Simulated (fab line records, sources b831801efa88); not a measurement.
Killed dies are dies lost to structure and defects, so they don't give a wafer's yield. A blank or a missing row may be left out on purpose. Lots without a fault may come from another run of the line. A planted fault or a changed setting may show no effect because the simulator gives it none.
Problem report in the 8D (eight disciplines) form, filled by code | flow gf180mcu | the parts of the form that need people (team, actions taken, sign-off) are left out

1. THE PROBLEM
V3_CVD_00_THK at GF_V3_THK_MEAS_01 reads a mean of 507 nm on 6 wafers of 2 lots; wafers without a fault read 599 nm with a standard deviation of 5.4. That is -17 standard deviations from the usual mean.
First seen on wafer L621.2, day 28 08:51, on film_metro-01. The record holds 36 wafers of 12 lots with a number at this step. Rule for "out", or "out of limits": more than 4 standard deviations from the usual mean. The other wafers with a number count as sound.

2. WHAT IT IS AND WHAT IT IS NOT
question                    | is                           | is not
which readings at this step | V3_CVD_00_THK                | -
which lots                  | L621, L622                   | L601, L604, L606, L607, L609, L610, L612, L618, L619, L623
which wafers of those lots  | all that have a number       | -
read on which gauges        | film_metro-01, film_metro-04 | film_metro-02
when                        | from day 28 08:51            | up to then (27 sound wafers); but 3 sound wafers of L623 came after

3. SUSPECTS, AND WHAT RULES EACH OUT
Counting: a tool at a process step up to the reading stays a suspect if it ran every lot that is out and no sound lot after the first of them.
- the gauge at GF_V3_THK_MEAS_01: ruled out. The wafers that are out were read on 2 gauges (film_metro-01, film_metro-04).
- pvd_sputter-04 at GF_V2_SPUTTER_21 (material Ti, target thk 15 nm, time 80.02 s): ruled out as a lasting fault. Sound lots L623 ran on it after its first lot that is out, L621 (day 27 11:32).
- hdpcvd-02 at GF_V3_CVD_00 (deposits SiO2, target thk 600 nm, time 100 s): kept. It ran every lot that is out, first L621 (day 28 08:46), and no sound lot after that; its last sound lot up to then is L619 (day 27 23:01). Its own readings are out on those wafers: sih4_flow_sccm.
Left after counting: hdpcvd-02 at GF_V3_CVD_00.

4. THE CAUSE (what the simulator had put in)
Process parameter drift: hdpcvd-02, from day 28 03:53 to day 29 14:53, at GF_V3_CVD_00. Setting sih4_flow_sccm, moved by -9, from 60. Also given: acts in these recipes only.
Counting left only this tool.

5. THE CHAIN OF EFFECTS, in route order
Each row: a reading whose mean over the struck wafers that have a number lies more than 3 standard deviations from the usual. Only readings for which the record gives a usual standard deviation are gone through. hours: the time from each lot's start at the first step in this table that gives one to its start at this step, as a median over the lots. sigmas: the change in usual standard deviations.
hours | step              | reading        | usual      | on struck wafers | change | sigmas
0     | GF_V3_CVD_00      | sih4_flow_sccm | 59.99 sccm | 50.94            | -9.05  | -53
0     | GF_V3_THK_MEAS_01 | V3_CVD_00_THK  | 599 nm     | 507              | -92    | -17
The process steps in it:
- GF_V3_CVD_00: deposits SiO2, target thk 600 nm, time 100 s.

6. WHAT WOULD HAVE CAUGHT IT SOONER
In this record the first reading out of limits at a measuring or inspecting step was taken at day 28 08:51, 5 hours after the fault began at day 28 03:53.
The tool's own readings at GF_V3_CVD_00 were out on every struck wafer that the step has a row for (sih4_flow_sccm): an alarm limit on them would have fired on the first of those.
Of the lots that are out (2), L622 began GF_V3_CVD_00 on hdpcvd-02 after day 28 08:51. A hold on the tool at that time would have spared it.
